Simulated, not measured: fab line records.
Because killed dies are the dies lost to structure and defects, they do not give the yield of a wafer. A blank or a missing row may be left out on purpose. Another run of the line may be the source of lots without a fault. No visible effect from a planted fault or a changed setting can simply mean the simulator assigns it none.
Chamber matching    flow gf180mcu    cmp-01 running GF_V3_CMP_04: 4 sister chambers
The step polishes SiO2. 8 wafers are shown with their chamber, then 10 later ones without.

## WAFERS WITH THEIR CHAMBER
wafer   chamber  motor-current-A (A)  platen-rpm (rpm)
L281.3  2        12.2                 59.96
L285.1  2        11.3                 59.95
L285.2  0        12.0                 60.03
L287.2  1        10.5                 59.95
L287.3  3        11.6                 60.01
L287.5  1        10.3                 60.00
L291.1  0        12.1                 60.06
L291.2  3        11.0                 59.91

## WAFERS WITHOUT THEIR CHAMBER
wafer   motor-current-A (A)  platen-rpm (rpm)
L291.3  11.3                 59.92
L294.3  11.4                 60.03
L294.4  12.2                 60.02
L294.5  11.5                 59.97
L295.2  11.8                 60.00
L295.3  11.4                 59.98
L295.5  11.8                 59.99
L298.2  11.9                 60.05
L298.3  11.2                 59.96
L298.5  11.9                 59.95

## THE CHAMBER EACH PASSED THROUGH
wafer   from the rows above                in truth
L291.3  can't be placed: 3 or 2 or 1       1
L294.3  can't be placed: 0 or 3 or 2 or 1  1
L294.4  can't be placed: 0 or 2            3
L294.5  can't be placed: 3 or 2 or 0       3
L295.2  can't be placed: 2 or 0 or 3       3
L295.3  can't be placed: 3 or 2 or 0       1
L295.5  can't be placed: 2 or 3 or 0       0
L298.2  can't be placed: 0 or 2            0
L298.3  can't be placed: 3 or 2 or 1       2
L298.5  can't be placed: 2 or 3 or 0       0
Correctly placed: 0 of 10. Unplaceable from these rows: 10, with the true chamber sitting among the candidates in 8. Number placed wrongly: 0.
How it was worked out, from the rows above alone: a wafer's distance from a chamber is the root of the sum, over the readings, of the square of ((its reading less the chamber's mean) divided by the reading's scatter). If the next closest chamber is less than 2 further off than the closest, the wafer can't be placed; otherwise it belongs to the closest. Each chamber's mean is taken over the wafers shown for it. The scatter: take each reading less its chamber's mean, square it, sum over the shown wafers, divide by the number of wafers less the number of chambers, and take the root.
